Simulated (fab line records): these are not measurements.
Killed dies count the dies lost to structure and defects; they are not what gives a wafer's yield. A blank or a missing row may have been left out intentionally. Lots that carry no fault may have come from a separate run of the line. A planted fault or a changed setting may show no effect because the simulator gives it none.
What tool caused it? -- flow sky130 -- route of 708 steps, sampled at 1 step: 14 lots, 42 wafers

WHAT EACH GAUGE READ, for each wafer
SKY_NWELL_OVL_MEAS_23.
lot,measured,on,NWELL_01_OVL (nm)
L680,day 5 10:56,overlay-02,-0.4 -2.2 -0.9
L682,day 5 23:50,overlay-01,-0.5 0.5 -1.3
L685,day 6 15:02,overlay-01,0.5 0.5 0.6
L686,day 6 20:57,overlay-01,-0.4 -0.8 0.7
L687,day 7 08:23,overlay-01,0.6 -1.5 2.1
L688,day 7 22:00,overlay-01,2.4 2.9 3.8
L690,day 8 07:11,overlay-02,1.0 2.1 1.1
L692,day 8 13:06,overlay-01,-1.9 -1.1 0.1
L691,day 8 14:38,overlay-01,1.9 -0.4 1.1
L693,day 8 18:54,overlay-02,1.2 0.0 0.0
L700,day 10 15:02,overlay-01,-0.4 -1.2 -0.2
L701,day 10 18:24,overlay-01,-0.6 0.2 -0.2
L702,day 11 01:13,overlay-02,0.5 1.7 -0.1
L703,day 11 11:36,overlay-01,0.5 0.6 -0.1

EACH LOT AND THE TOOL THAT RAN IT (in order: tool; ch and the chambers of the sampled wafers; start)
Before these readings, the record contains no process step.

WHAT THE TOOLS THEMSELVES READ (means of the sampled wafers that have a number; where no wafer has one, the mark that the record gives instead)
The record holds no such reading with a usual standard deviation.

THE ANSWER, worked out from the rows above alone
Rule: the lots themselves supply what counts as usual. The widest of any qualifying gaps counts: lots, ordered by their means at a reading, are off when they make up no more than a third of the lots, leave a main group of 4 or more, and stand apart from it by 3 or more times the standard deviation of that group's means. The tables above print the reading to a certain number of digits; a main group whose means all agree to those digits is not used. A lot without any number at a reading at which 4 lots or more have one is off too. The other lots that the step has rows for count as sound. First the gauges in route order, then the tools' own readings, where a lot's mean is used as printed above. The first step at which some lot is off is used, and at that step the reading that is off furthest; a lot without a number counts as furthest.
Across all readings shown, no lot is off: no conclusion can be drawn from this.

WHAT HAD BEEN PUT IN BY THE SIMULATOR
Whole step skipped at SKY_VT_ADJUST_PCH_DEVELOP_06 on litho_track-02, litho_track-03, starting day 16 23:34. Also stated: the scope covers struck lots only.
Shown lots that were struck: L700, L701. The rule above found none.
